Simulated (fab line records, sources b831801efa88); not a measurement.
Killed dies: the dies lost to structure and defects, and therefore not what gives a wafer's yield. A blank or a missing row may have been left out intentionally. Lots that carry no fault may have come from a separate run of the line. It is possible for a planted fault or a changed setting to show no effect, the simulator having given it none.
Struck lot and sound lot, side by side	flow sky130	33 out of 708 route steps
Sound: wafers L298.2, L298.3, L298.4. Wafers struck: L308.1, L308.3, L308.4. The cause is given at the end.
For every step that has rows: the tool of each side, followed by ch and its chambers, followed by its first start. Under that, the readings that differ: sound wafers	struck wafers	difference of the means	sigmas: that difference in standard deviations of wafers without a fault.
alike: readings whose means differ by less than 2 such deviations, and words and numbers that are the same on both sides. not compared: withheld readings, readings that some wafer has no value for, bounds like >300 that may hide the same value, and numbers for which the record gives no deviation and whose values overlap.
The two part at a step that has a row with sigmas, a row that says differs or no value, or rows on one side only. Non-overlapping numbers with no deviation appear without sigmas and do not part them. A reading missing from all wafers of one side parts the sides only when that side holds two or more wafers.

first, 4 steps without rows for these wafers: SKY_LOCAL_INTERCONNECT_SOFTBAKE_07 (time 90 s); SKY_LOCAL_INTERCONNECT_EXPOSE_08 (exposes mask LI1M, target cd 170 nm); SKY_LOCAL_INTERCONNECT_PEB_09; SKY_LOCAL_INTERCONNECT_DEVELOP_10 (develop time 60 s).
SKY_LOCAL_INTERCONNECT_CD_MEAS_11: the cd target is 170 nm.
  struck on cdSem-02, day 36 00:52; sound on cdSem-01, day 33 06:59
  alike: cdNm
SKY_LOCAL_INTERCONNECT_OVL_MEAS_12:
  struck on overlay-02, day 36 00:59; sound on overlay-02, day 33 07:05
  alike: LOCAL_INTERCONNECT_OVL
SKY_LOCAL_INTERCONNECT_ETCH_13: etches BARC in N2/H2, stops on SiO2, time 45.9 s, target depth 60 nm.
  sound on rieMetal-03 ch 0,1, day 33 07:07; struck on rieMetal-03 ch 0,1, day 36 01:02
  alike: drypumpMotorCurrentA, heBacksideLeakSccm, oesProductAu, throttleValvePct
  not compared: rfHoursCounterH
SKY_LOCAL_INTERCONNECT_METAL_ETCH_14: etches TiN in Cl2/BCl3, stops on PSG, target depth 110 nm, time 31.4 s.
  sound on rieMetal-03 ch 0,1, day 33 07:11; struck on rieMetal-03 ch 0,1, day 36 01:05
  alike: drypumpMotorCurrentA, heBacksideLeakSccm, oesProductAu, throttleValvePct
  not compared: rfHoursCounterH
SKY_LOCAL_INTERCONNECT_STRIP_15: strips in O2/N2.
  sound on plasmaAsher-04 ch 0,1, day 33 07:14; struck on plasmaAsher-04 ch 0,1, day 36 01:08
  alike: drypumpMotorCurrentA, oesProductAu, stripTimeToEndpointS
  not compared: rfHoursCounterH
then, 3 steps without rows for these wafers: SKY_LOCAL_INTERCONNECT_STRIP_16 (strips in post etch residue remover, time 1200 s); SKY_LOCAL_INTERCONNECT_CLEAN_17 (cleans in IPA, time 180 s); SKY_LOCAL_INTERCONNECT_CLEAN_18 (cleans in O3/DIW).
SKY_CONTACT_CVD_00: deposits Si3N4, target thk 75 nm.
  sound on pecvd-03 ch 1,2, day 33 07:50; struck on pecvd-01 ch 0,2, day 36 01:00
  alike: heaterPowerW
SKY_CONTACT_THK_MEAS_01:
  struck on filmMetro-01, day 36 02:01; sound on filmMetro-02, day 33 07:52
reading	sound	struck	difference	sigmas
CONTACT_CVD_00_THK (nm)	74.6 75.9 75.6	148.8 151.0 151.9	+75.2	+90
then, 1 step without rows for these wafers: SKY_CONTACT_HDPCVD_02 (deposits SiO2, target thk 565 nm, time 94.2 s).
SKY_CONTACT_THK_MEAS_03:
  struck on filmMetro-04, day 36 02:09; sound on filmMetro-04, day 33 08:00
  alike: CONTACT_HDPCVD_THK
SKY_CONTACT_CMP_04: polishes SiO2.
  sound on cmp-01 ch 0,2,3, day 33 08:06; struck on cmp-01 ch 0,1,2, day 36 02:13
  alike: motorCurrentA, timeToEndpointS
SKY_CONTACT_BOW_MEAS_05:
  struck on filmMetro-01, day 36 02:31; sound on filmMetro-02, day 33 08:22
  alike: CONTACT_BOW
then, 8 steps without rows for these wafers: SKY_CONTACT_DEHYDRATE_06 (time 60 s); SKY_CONTACT_HMDS_07 (prime time 60 s); SKY_CONTACT_COAT_08 (resist thk 60 nm); SKY_CONTACT_COAT_09 (resist thk 450 nm); SKY_CONTACT_SOFTBAKE_10 (time 90 s); SKY_CONTACT_EXPOSE_11 (exposes mask CTM1, target cd 170 nm); SKY_CONTACT_PEB_12; SKY_CONTACT_DEVELOP_13 (develop time 58.78 s).
SKY_CONTACT_CD_MEAS_14: the cd target is 170 nm.
  struck on cdSem-02, day 37 04:16; sound on cdSem-01, day 34 11:08
  alike: cdNm
SKY_CONTACT_OVL_MEAS_15:
  struck on overlay-02, day 37 04:23; sound on overlay-01, day 34 11:14
  alike: CONTACT_OVL
then, 2 steps without rows for these wafers: SKY_CONTACT_ETCH_16 (etches BARC in N2/H2, stops on SiO2, time 45.9 s, target depth 60 nm); SKY_CONTACT_ETCH_17 (etches SiO2 in C4F8/O2/Ar, stops on Si3N4, target depth 340 nm).
SKY_CONTACT_ETCH_18: etches Si3N4 in CHF3/O2, stops on TiN, time 39 s, target depth 75 nm.
  sound on rieDiel-04 ch 0,1,2; struck on rieDiel-04 ch 1,2,3
reading	sound	struck	difference	sigmas
oesProductAu (a.u.)	0.853 0.867 0.851	0.982 0.994 1.002	+0.136	+18
throttleValvePct (%)	8.799 8.811 8.784	8.826 8.839 8.814	+0.028	+3
model.etch.depthNm (nm)	74.6 75.99 75.54	94.3 96.96 96.74	+20.6	
  alike: drypumpMotorCurrentA
  not compared: rfHoursCounterH
SKY_CONTACT_STRIP_19: strips in O2/N2.
  sound on plasmaAsher-03 ch 0,1, day 34 11:25; struck on plasmaAsher-01 ch 0,1, day 37 04:34
  alike: drypumpMotorCurrentA, oesProductAu, stripTimeToEndpointS
  not compared: rfHoursCounterH
-- the record jumps here: 13 days lie between the struck wafers' starts before and after (it left off in module CONTACT and takes up again in module PAD_OPEN, whose first step shown is number 708 of the route) --
SKY_PAD_OPEN_PROBE_99:
  struck on prober-01, day 49 20:21; sound on prober-01, day 47 23:12
reading	sound	struck	difference	sigmas
killedAtContacts	28 18 18	442 442 437	+419	+81
killedDies	79 77 81	492 492 492	+413	+44
killedOnRim	18 18 20	96 96 96	+77	+21
  alike: killed_at_M0_to_M3, killed_at_M4_up, killedAtFrontEnd, killedAtOther, killedOpen, killedShort

== WHERE THEY PART ==
First at SKY_CONTACT_THK_MEAS_01; last, within this record, at SKY_PAD_OPEN_PROBE_99.

WHY: the cause the simulator had injected
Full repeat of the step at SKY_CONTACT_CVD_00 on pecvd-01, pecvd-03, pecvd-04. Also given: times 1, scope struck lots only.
